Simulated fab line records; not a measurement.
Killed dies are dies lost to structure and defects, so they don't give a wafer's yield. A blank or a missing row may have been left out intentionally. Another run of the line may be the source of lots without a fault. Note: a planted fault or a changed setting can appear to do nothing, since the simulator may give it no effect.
Problem report in the 8D (eight disciplines) form, filled by code -- flow sky130 -- the parts of the form that need people (team, actions taken, sign-off) are left out

1. PROBLEM STATEMENT
VT_ADJUST_NCORE_TW at SKY_VT_ADJUST_NCORE_TW_MEAS_11 reads a mean of 233.8 on 6 wafers of 2 lots; wafers without a fault read 219.4 with a standard deviation of 1.3. Relative to the usual mean, that is a shift of +11 standard deviations.
Earliest sighting: wafer L402.1 on filmMetro-04 at day 13 16:50. At this step, 39 wafers from 13 lots have a number in the record. Rule for "out", or "out of limits": more than 4 standard deviations from the usual mean. Any other wafer with a number is counted as sound.

2. WHAT IT IS, WHAT IT ISN'T
question,is,is not
which readings at this step,VT_ADJUST_NCORE_TW,-
which lots,"L402, L405","L384, L386, L387, L388, L390, L391, L392, L393, L394, L395, L396"
which wafers of those lots,all that have a number,-
read on which gauges,"filmMetro-03, filmMetro-04",filmMetro-01
when,from day 13 16:50,up to then (33 sound wafers)

3. WHAT RULES OUT EACH SUSPECT
Counting: a tool at any process step up to the reading remains a suspect when it ran all the lots that are out and ran no sound lot after the first of those.
- the gauge at SKY_VT_ADJUST_NCORE_TW_MEAS_11 is ruled out. The wafers that are out were read on 2 gauges (filmMetro-03, filmMetro-04).
- implanter-02 at SKY_VT_ADJUST_NCORE_IMPLANT_09: kept. It ran every lot that is out, first L402 (day 13 16:35), and no sound lot after that; its last sound lot up to then is L396 (day 12 02:47). Its own readings are out on those wafers: beamOnS, faradayCurrentUA.
The count leaves implanter-02 at SKY_VT_ADJUST_NCORE_IMPLANT_09.

4. THE CAUSE (what the simulator had put in)
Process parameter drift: implanter-02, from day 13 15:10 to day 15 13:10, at SKY_VT_ADJUST_NCORE_IMPLANT_09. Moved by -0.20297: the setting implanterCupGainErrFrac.
Only this tool survived the counting.

5. THE CHAIN OF EFFECTS, in route order
Each row: a reading whose mean over the struck wafers that have a number lies more than 3 standard deviations from the usual. Readings are gone through only where the record gives a usual standard deviation; hours: the median, over the lots, of the time from a lot's start at the first step in this table giving one to that lot's start at this step; sigmas: the change measured in usual standard deviations.
hours,step,reading,usual,on struck wafers,change,sigmas
0,SKY_VT_ADJUST_NCORE_IMPLANT_09,beamOnS,10.00 s,12.53,+2.53,+14
0,SKY_VT_ADJUST_NCORE_IMPLANT_09,faradayCurrentUA,13.54,10.82,-2.71,-11
0,SKY_VT_ADJUST_NCORE_TW_MEAS_11,VT_ADJUST_NCORE_TW,219.4,233.8,+14.4,+11
It contains these process steps:
- SKY_VT_ADJUST_NCORE_IMPLANT_09

6. WHAT WOULD HAVE CAUGHT IT SOONER
2 hours passed between the start of the fault at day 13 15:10 and the first reading out of limits at a measuring or inspecting step in this record, taken at day 13 16:50.
Tool's own readings at SKY_VT_ADJUST_NCORE_IMPLANT_09, beamOnS, faradayCurrentUA: out on all struck wafers the step has rows for; an alarm limit on them would have tripped on the first.
Among the 2 lots that are out, L405 began SKY_VT_ADJUST_NCORE_IMPLANT_09 on implanter-02 after day 13 16:50. A hold on the tool at that time would have spared it.
